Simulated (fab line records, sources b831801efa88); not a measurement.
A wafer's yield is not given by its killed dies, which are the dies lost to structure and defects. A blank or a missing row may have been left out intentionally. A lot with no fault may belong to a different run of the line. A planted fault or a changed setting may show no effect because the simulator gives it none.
Chamber matching + flow sky130 + 4 sister chambers for SKY_VIA4_CMP_02 on cmp-01
The step polishes SiO2. 8 wafers are shown with their chamber, then 8 later ones without.

WAFERS WITH THEIR CHAMBER
| wafer  | chamber | motor_current_A (A) | edge_zone_pressure_frac |
|--------|---------|---------------------|-------------------------|
| L755.1 | 2       | 9.9                 | 0.996                   |
| L761.3 | 1       | 11.7                | 0.997                   |
| L761.4 | 2       | 9.7                 | 1.003                   |
| L761.5 | 0       | 12.7                | 0.989                   |
| L764.1 | 1       | 12.1                | 1.008                   |
| L764.2 | 3       | 13.0                | 1.003                   |
| L764.6 | 3       | 13.0                | 0.996                   |
| L769.1 | 0       | 12.4                | 1.008                   |

WAFERS WHOSE CHAMBER IS MISSING
| wafer  | motor_current_A (A) | edge_zone_pressure_frac |
|--------|---------------------|-------------------------|
| L769.3 | 9.7                 | 0.993                   |
| L769.5 | 13.3                | 1.004                   |
| L771.3 | 13.2                | 1.002                   |
| L771.4 | 11.8                | 0.995                   |
| L771.5 | 12.1                | 0.994                   |
| L778.1 | 11.1                | 0.992                   |
| L778.2 | 12.3                | 1.001                   |
| L778.3 | 9.3                 | 1.004                   |

THE CHAMBER EACH PASSED THROUGH
| wafer  | from the rows above     | in truth                   |
|--------|-------------------------|----------------------------|
| L769.3 | 2                       | 2                          |
| L769.5 | 3                       | 3                          |
| L771.3 | 3                       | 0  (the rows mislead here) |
| L771.4 | 1                       | 1                          |
| L771.5 | can't be placed: 1 or 0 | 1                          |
| L778.1 | 1                       | 1                          |
| L778.2 | can't be placed: 0 or 1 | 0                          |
| L778.3 | 2                       | 2                          |
Correctly placed: 5 of 8. From these rows, 2 cannot be placed; in 2 the true chamber is one of the candidates. Placed wrongly: 1.
How it was worked out, from the rows above alone: a wafer's distance from a chamber is the root of the sum, over the readings, of the square of ((its reading less the chamber's mean) divided by the reading's scatter). If the next closest chamber is less than 2 further off than the closest, the wafer can't be placed; otherwise it belongs to the closest. A chamber's mean is the mean of its shown wafers. The scatter is the square root of a quotient: the sum, over the shown wafers, of each reading's squared deviation from its chamber's mean, divided by wafers minus chambers.
